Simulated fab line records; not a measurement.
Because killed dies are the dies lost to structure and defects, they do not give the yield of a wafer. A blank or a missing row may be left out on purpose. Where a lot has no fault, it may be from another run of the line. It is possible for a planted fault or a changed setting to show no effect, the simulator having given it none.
A struck lot beside a sound one / flow gf180mcu / 15 steps out of a route of 602
Sound: wafers L758.2, L758.3, L758.6. Struck: wafer L760.5 (left out: L760.1, L760.6 of the same lot, which were not struck); the cause appears at the end.
Each step with rows lists, per side, the tool, then ch with its chambers, then its first start. Under that, the readings that differ: sound wafers / struck wafers / difference of the means / sigmas: that difference in standard deviations of wafers without a fault.
alike: same words and numbers on both sides, and readings whose means sit less than 2 such deviations apart. not compared: any withheld reading, any reading some wafer has no value for, any bound like >300 that may hide the same value, and any number with overlapping values for which the record gives no deviation.
A row with sigmas, a row that says differs or no value, or rows on one side alone: a step with any of these is where the two part. Numbers that don't overlap but have no deviation are shown without sigmas and don't part them. A reading that every wafer of one side lacks parts them only if that side has two wafers or more.

first, 6 steps without rows for these wafers: GF_TOP_METAL_HMDS_08 (prime time 60 s); GF_TOP_METAL_COAT_09 (resist thk 1500 nm); GF_TOP_METAL_SOFTBAKE_10 (time 60 s); GF_TOP_METAL_EXPOSE_11 (exposes mask MetalTop, target cd 440 nm); GF_TOP_METAL_PEB_12; GF_TOP_METAL_DEVELOP_13 (develop time 60 s).
GF_TOP_METAL_CD_MEAS_14 targets a cd of 440 nm.
  sound on cdSem-02 at day 30 05:30; struck on cdSem-01 at day 30 19:38
  alike: cdNm
GF_TOP_METAL_OVL_MEAS_15:
  sound on overlay-02 at day 30 05:37; struck on overlay-02 at day 30 19:46
  alike: TOP_METAL_OVL
GF_TOP_METAL_METAL_ETCH_16: etches the open film in Cl2/BCl3, stops on SiO2, target depth 1197 nm, time 199.5 s.
  sound on rieMetal-01 ch 0,1, day 30 05:38; struck on rieMetal-02 ch 0, day 30 19:47
  alike: drypumpMotorCurrentA, oesProductAu, throttleValvePct
  not compared: rfHoursCounterH
GF_TOP_METAL_STRIP_17: strips in O2/N2.
  sound on plasmaAsher-03 ch 0,1, day 30 05:50; struck on plasmaAsher-03 ch 0, day 30 19:59
  alike: drypumpMotorCurrentA, heaterPowerW, oesProductAu, stripTimeToEndpointS
  not compared: rfHoursCounterH
then, 2 steps without rows for these wafers: GF_TOP_METAL_STRIP_18 (strips in post etch residue remover, time 1200 s); GF_TOP_METAL_CLEAN_19 (cleans in DIW).
GF_PASSIVATION_CVD_00: deposits SiO2 from TEOS, target thk 1000 nm, time 111.95 s.
  sound on pecvd-03 ch 0,2, day 30 06:22; struck on pecvd-02 ch 2, day 30 20:31
reading=heaterPowerOuterW (W); sound=369 392 416; struck=566; difference=+174; sigmas=+3
reading=model.SiO2_of_PASSIVATION_CVD_00.thkNm (nm); sound=999.1 993.5 1025; struck=1332; difference=+326; sigmas=
  alike: heaterPowerW
GF_PASSIVATION_THK_MEAS_01:
  sound on filmMetro-03 at day 30 06:27; struck on filmMetro-02 at day 30 20:49
reading=PASSIVATION_CVD_00_THK (nm); sound=1000 993 1025; struck=1332; difference=+326; sigmas=+25
  not compared: hold
GF_PASSIVATION_CVD_02: deposits Si3N4, target thk 700 nm, time 486.18 s.
  sound on pecvd-02 ch 0,1,2, day 30 06:30; struck on pecvd-04 ch 1, day 30 23:43
reading=hold; sound=- - -; struck=awaitDispo/2.8h/release; difference=no value on the sound wafers; sigmas=
reading=heaterPowerOuterW (W); sound=529 505 492; struck=317; difference=-192; sigmas=-3
reading=heaterPowerW (W); sound=742 829 814; struck=600; difference=-195; sigmas=-3

WHERE THEY PART
Earliest at GF_PASSIVATION_CVD_00; latest, in this record, at GF_PASSIVATION_CVD_02.

WHY: what had been put in by the simulator
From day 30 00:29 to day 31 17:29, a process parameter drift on pecvd-02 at GF_PASSIVATION_CVD_00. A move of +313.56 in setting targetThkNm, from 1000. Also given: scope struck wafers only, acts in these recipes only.
